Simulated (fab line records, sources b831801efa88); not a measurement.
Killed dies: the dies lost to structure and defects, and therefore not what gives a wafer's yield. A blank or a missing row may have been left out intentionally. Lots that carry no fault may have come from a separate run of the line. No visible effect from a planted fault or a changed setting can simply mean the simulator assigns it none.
Comparing a struck lot with a sound one :: flow sky130 :: 15 out of 708 route steps
Sound: the wafers L103.3, L103.4, L103.5. Struck: wafers L104.2, L104.3, L104.5. At the end, the cause is stated.
Each step with rows lists, per side, the tool, then ch with its chambers, then its first start. Under that, the readings that differ: sound wafers :: struck wafers :: difference of the means :: sigmas: that difference in standard deviations of wafers without a fault.
alike: same words and numbers on both sides, and readings whose means sit less than 2 such deviations apart. not compared: any withheld reading, any reading some wafer has no value for, any bound like >300 that may hide the same value, and any number with overlapping values for which the record gives no deviation.
A row with sigmas, a row that says differs or no value, or rows on one side alone: a step with any of these is where the two part. Non-overlapping numbers with no deviation appear without sigmas and do not part them. A reading that every wafer of one side lacks parts them only if that side has two wafers or more.

first, 4 steps without rows for these wafers: SKY_POLY_GATE_DEHYDRATE_05 (time 60 s); SKY_POLY_GATE_HMDS_06 (prime time 60 s); SKY_POLY_GATE_COAT_07 (resist thk 110 nm); SKY_POLY_GATE_COAT_08 (resist thk 450 nm).
SKY_POLY_GATE_SOFTBAKE_09: time 92.93 s.
  sound on lithoTrack-04 ch 0; struck on lithoTrack-03 ch 0
  alike: plateSensorTCentreC, plateSensorTEdgeC
then, 3 steps without rows for these wafers: SKY_POLY_GATE_EXPOSE_10 (exposes mask P1M, target cd 150 nm); SKY_POLY_GATE_PEB_11; SKY_POLY_GATE_DEVELOP_12 (develop time 60 s).
SKY_POLY_GATE_CD_MEAS_13: the cd target is 150 nm.
  struck on cdSem-02, day 19 18:41; sound on cdSem-02, day 18 19:01
reading: cdNm (nm)
sound: 152.6 151.3 152.3
struck: 148.9 147.7 147.8
difference: -3.9
sigmas: -3
SKY_POLY_GATE_OVL_MEAS_14:
  struck on overlay-01, day 19 18:47; sound on overlay-01, day 18 19:07
  alike: POLY_GATE_OVL
SKY_POLY_GATE_ETCH_15: etches BARC in N2/H2, stops on SiO2, time 118.5 s, target depth 110 nm.
  sound on rieDiel-02 ch 0,3, day 18 19:08; struck on rieDiel-04 ch 2,3, day 19 18:49
  alike: drypumpMotorCurrentA, oesProductAu, rfFwdPowerW, throttleValvePct
  not compared: rfHoursCounterH
SKY_POLY_GATE_ETCH_16: etches Si3N4 in CH3F/O2, stops on poly-Si, time 147.5 s, target depth 75 nm.
  sound on rieDiel-02 ch 0,3, day 18 19:13; struck on rieDiel-04 ch 2,3, day 19 18:55
  alike: drypumpMotorCurrentA, oesProductAu, rfFwdPowerW, throttleValvePct
  not compared: rfHoursCounterH
SKY_POLY_GATE_ETCH_17: etches poly-Si in HBr/Cl2, stops on SiO2, target depth 180 nm, time 70.5 s.
  sound on rieSi-01 ch 0,1,3, day 18 19:19; struck on rieSi-02 ch 1,2, day 19 19:01
reading: rfFwdPowerW (W)
sound: 400.3 395.7 395.3
struck: 460.5 458.3 457.5
difference: +61.7
sigmas: +47

reading: model.POLY_GATE.featureDepthNm (nm)
sound: 180.1 179.3 179.5
struck: 178.7 178.2 177.7
difference: -1.4
sigmas: 

reading: model.etch.depthNm (nm)
sound: 180.1 179.3 179.5
struck: 178.5 178 177.6
difference: -1.6
sigmas: 
  alike: drypumpMotorCurrentA, mfcCl2Sccm, oesProductAu, throttleValvePct
  not compared: rfHoursCounterH, model.KrF-thick_of_POLY_GATE_COAT_08.thkNm
SKY_POLY_GATE_STRIP_18: strips in O2/N2.
  sound on plasmaAsher-04 ch 0,1, day 18 19:25; struck on plasmaAsher-03 ch 0, day 19 19:04
  alike: drypumpMotorCurrentA, o2FlowSccm, oesProductAu, stripTimeToEndpointS
  not compared: rfHoursCounterH
following that, these wafers have no rows for 1 step: SKY_PAD_OPEN_PROBE_99.

## WHERE THEY PART
Last at SKY_POLY_GATE_ETCH_17 as far as this record goes, first at SKY_POLY_GATE_CD_MEAS_13. Later steps at which nothing parts them and some readings are alike: SKY_POLY_GATE_STRIP_18.

WHY: what had been put in by the simulator
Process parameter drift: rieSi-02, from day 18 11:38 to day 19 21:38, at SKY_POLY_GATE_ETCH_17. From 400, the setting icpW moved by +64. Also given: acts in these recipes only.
